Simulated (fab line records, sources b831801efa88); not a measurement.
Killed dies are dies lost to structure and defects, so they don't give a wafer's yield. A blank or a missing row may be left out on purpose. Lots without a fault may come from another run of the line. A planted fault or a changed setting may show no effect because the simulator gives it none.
One fault seen from 2 desks | flow sky130 | each desk has only its own numbers; what lay behind them comes last

THE METROLOGY DESK
What the gauges read, lot by lot, whatever tool the lot ran on: means of the sampled wafers that have a number. A lot is out of limits, marked OUT, if its mean lies more than 4 standard deviations from the usual mean; the brackets give that distance.
Columns: A = cd_nm at SKY_METAL4_CD_MEAS_13, usual 299.9 nm; B = METAL4_OVL at SKY_METAL4_OVL_MEAS_14, usual 2 nm
lot  | first seen here | A     | B
L323 | day 42 01:40    | 299.0 | 2
L324 | day 42 10:02    | 300.8 | -1
L325 | day 42 19:53    | 300.3 | -6
L327 | day 43 09:41    | 300.5 | 3
L328 | day 43 17:11    | 298.9 | -1
L332 | day 44 19:37    | 299.6 | 3
L334 | day 45 13:13    | 300.9 | 5
L336 | day 46 05:42    | 300.4 | 1
L338 | day 46 06:23    | 301.1 | -3
L341 | day 47 01:47    | 299.2 | 8
L342 | day 47 08:37    | 300.3 | 1
L343 | day 47 14:40    | 299.3 | 5
This desk's finding: nothing out of limits on any of the 12 lots.

THE TOOL OWNER'S DESK: plasma_asher-04
The tool's own readings at SKY_METAL5_STRIP_16 (strips in O2/N2): means of the sampled wafers that have a number, for each lot that ran on this tool. A lot is out of limits, marked OUT, if its mean lies more than 4 standard deviations from the usual mean; the brackets give that distance.
Columns: A = drypump_motor_current_A at SKY_METAL5_STRIP_16, usual 5.54 A; B = oes_product_au at SKY_METAL5_STRIP_16, usual 0.710 a.u.; C = strip_time_to_endpoint_s at SKY_METAL5_STRIP_16, usual 13.09 s
lot  | first seen here | A    | B                | C
L324 | day 44 10:34    | 5.76 | 0.706            | 13.07
L327 | day 45 10:27    | 5.78 | 0.713            | 13.17
L328 | day 45 15:53    | 5.78 | 0.712            | 13.28
L334 | day 47 09:15    | 5.78 | 0.707            | 13.13
L338 | day 48 01:58    | 5.77 | 0.730 (+4.3) OUT | 12.78
L341 | day 48 19:45    | 5.78 | 0.715            | 12.93
This desk's finding: out of limits on L338; first on L338, day 48 01:58 (oes_product_au at SKY_METAL5_STRIP_16). In limits: L324, L327, L328, L334, L341.

PUT TOGETHER
The tool owner's desk could have raised an alarm at day 48 01:58, on L338.
The metrology desk saw nothing out of limits.
The metrology desk has L338 on record, within its limits.
Of the lots named, all ran SKY_METAL5_STRIP_16 on plasma_asher-04.

WHAT THE SIMULATOR HAD PUT IN
Process parameter drift: plasma_asher-04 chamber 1, from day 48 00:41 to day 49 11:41, at SKY_METAL5_STRIP_16. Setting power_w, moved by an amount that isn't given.
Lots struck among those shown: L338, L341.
Hours from the fault's start to each desk's first reading out of limits: the tool owner's desk, 1.
